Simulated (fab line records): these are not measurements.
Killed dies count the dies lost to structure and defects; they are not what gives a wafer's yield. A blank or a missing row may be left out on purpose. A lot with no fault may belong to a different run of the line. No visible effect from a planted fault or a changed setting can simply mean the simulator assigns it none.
One fault seen from 2 desks | flow gf180mcu | only its own numbers are on each desk; what lay behind them is given at the end

THE METROLOGY DESK
What the gauges read, lot by lot, whatever tool the lot ran on: means of the sampled wafers that have a number. A lot is out of limits, marked OUT, if its mean lies more than 4 standard deviations from the usual mean; the brackets give that distance.
Columns: A = NSD_RS at GF_PSD_RS_MEAS_14, usual 46.10 ohm/sq; B = PSD_RS at GF_PSD_RS_MEAS_15, usual 108.53 ohm/sq; C = CONTACT_CVD_00_THK at GF_CONTACT_THK_MEAS_01, usual 299 nm
lot  | first seen here | A               | B               | C
L840 | day 14 02:35    | 46.05           | 108.51          | 298
L841 | day 14 11:04    | 46.02           | 108.25          | 301
L842 | day 14 21:23    | 46.10           | 108.70          | 297
L843 | day 15 05:19    | 46.18           | 108.38          | 301
L844 | day 15 11:57    | 46.10           | 108.48          | 298
L845 | day 15 21:44    | 46.04           | 108.67          | 301
L851 | day 18 00:38    | 45.99           | 107.84          | 298
L852 | day 18 09:34    | 41.07 (-59) OUT | 94.33 (-53) OUT | 298
L853 | day 18 22:35    | 41.02 (-60) OUT | 94.29 (-53) OUT | 300
L859 | day 20 22:37    | 46.12           | 108.53          | 299
L862 | day 21 22:17    | 46.13           | 108.57          | 299
L863 | day 22 10:40    | 46.20           | 108.68          | 299
Finding of this desk: L852, L853 out of limits, first seen on L852 at day 18 09:34 (NSD_RS at GF_PSD_RS_MEAS_14). L840, L841, L842, L843, L844, L845, L851, L859, L862, L863: within limits.

FOR THE TOOL OWNER'S DESK: rtp anneal-02
Per lot that ran on this tool, the mean of the sampled wafers carrying a number, from the tool's own readings at GF_PSD_RTA_13 (time 20 s). A lot is out of limits, marked OUT, if its mean lies more than 4 standard deviations from the usual mean; the brackets give that distance.
Columns: A = lamp power pct at GF_PSD_RTA_13, usual 31.20 %; B = wafer_temp_C_max at GF_PSD_RTA_13, usual 1031.2
lot  | first seen here | A               | B
L841 | day 14 10:58    | 31.18           | 1033.0
L843 | day 15 05:14    | 31.19           | 1032.6
L844 | day 15 11:52    | 31.25           | 1032.7
L851 | day 18 00:33    | 31.22           | 1032.6
L852 | day 18 09:28    | 34.16 (+84) OUT | 1069.8 (+18) OUT
L853 | day 18 22:29    | 34.15 (+84) OUT | 1068.2 (+17) OUT
L863 | day 22 10:34    | 31.21           | 1034.3
This desk's verdict: out of limits on L852, L853, starting with L852 at day 18 09:28 (lamp power pct at GF_PSD_RTA_13). L841, L843, L844, L851, L863: within limits.

ALL TOGETHER
On L852, L853, at day 18 09:28, an alarm was possible from the tool owner's desk.
L852, L853 would have let the metrology desk raise an alarm at day 18 09:34.
Of the lots named, all ran GF_PSD_RTA_13 on rtp anneal-02.

WHAT THE SIMULATOR HAD PUT IN
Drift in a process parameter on rtp anneal-02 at GF_PSD_RTA_13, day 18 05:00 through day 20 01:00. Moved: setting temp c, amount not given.
Struck lots among those shown: L852, L853.
Hours from the fault's start to each desk's first reading out of limits: the tool owner's desk, 4; the metrology desk, 5.
